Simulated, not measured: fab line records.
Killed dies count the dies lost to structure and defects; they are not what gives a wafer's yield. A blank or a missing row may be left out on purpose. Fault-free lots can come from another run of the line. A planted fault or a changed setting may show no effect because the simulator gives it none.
Matching of chambers	flow gf180mcu	4 sister chambers for GF_V2_ETCH_16 on rie diel-01
The step etches BARC in N2/H2. 22 wafers are shown with their chamber, then 11 later ones without.

## EACH WAFER AND ITS CHAMBER
wafer	chamber	drypump motor current A (A)	throttle valve pct (%)	oes product au (a.u.)
L074.1	0	6.0	13.215	0.853
L074.2	2	6.1	13.240	0.858
L074.4	1	5.8	13.221	0.852
L077.2	1	5.8	13.221	0.850
L077.3	2	6.1	13.234	0.852
L077.6	1	5.8	13.220	0.863
L078.1	2	6.0	13.228	0.851
L078.3	0	5.9	13.240	0.849
L078.4	3	5.4	13.226	0.850
L085.1	1	5.7	13.235	0.853
L085.5	1	5.8	13.226	0.856
L085.6	2	6.0	13.217	0.856
L086.1	2	6.1	13.232	0.858
L086.3	0	5.9	13.222	0.854
L086.5	1	5.8	13.219	0.858
L087.2	1	5.7	13.216	0.854
L087.5	3	5.4	13.230	0.859
L087.6	0	6.0	13.222	0.860
L088.3	0	5.9	13.217	0.855
L088.4	3	5.4	13.229	0.849
L088.6	1	5.8	13.232	0.846
L092.2	1	5.7	13.227	0.855

SIGNATURES (means of the wafers above)
reading	chamber 0	chamber 1	chamber 2	chamber 3	scatter within a chamber
drypump motor current A	5.940	5.767	6.060	5.400	0.0494
throttle valve pct	13.22320	13.22411	13.23020	13.22833	0.0075
oes product au	0.85420	0.85411	0.85500	0.85267	0.00444
Rule: for each reading, subtract the chamber's mean from the wafer's reading, divide by that reading's scatter and square the result; add these up over the readings and take the root, which gives the wafer's distance from the chamber. The wafer belongs to the nearest chamber; if the next one is less than 2 further off, it can't be placed. How the scatter is found: for the shown wafers, subtract from each reading the mean of its chamber, square and add these, divide the total by (wafers less chambers), then take the root.

## WAFERS WHOSE CHAMBER IS MISSING
wafer	drypump motor current A (A)	throttle valve pct (%)	oes product au (a.u.)
L092.3	5.4	13.221	0.853
L092.6	5.4	13.213	0.853
L093.2	5.8	13.215	0.852
L093.3	5.4	13.231	0.863
L093.4	5.8	13.232	0.856
L094.1	5.4	13.224	0.863
L094.2	6.1	13.229	0.847
L094.5	5.8	13.234	0.857
L095.4	5.8	13.228	0.861
L095.5	6.1	13.216	0.859
L095.6	5.4	13.230	0.852

## CHAMBER TAKEN BY EACH
wafer	from the rows above	in truth
L092.3	3	3
L092.6	3	3
L093.2	can't be placed: 1 or 0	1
L093.3	3	3
L093.4	can't be placed: 1 or 0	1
L094.1	3	3
L094.2	can't be placed: 2 or 0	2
L094.5	can't be placed: 1 or 0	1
L095.4	can't be placed: 1 or 0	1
L095.5	can't be placed: 2 or 0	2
L095.6	3	3
Correctly placed: 5 of 11. Not placeable from these rows: 6 (in 6, the candidates include the true chamber). Wrongly placed: 0.
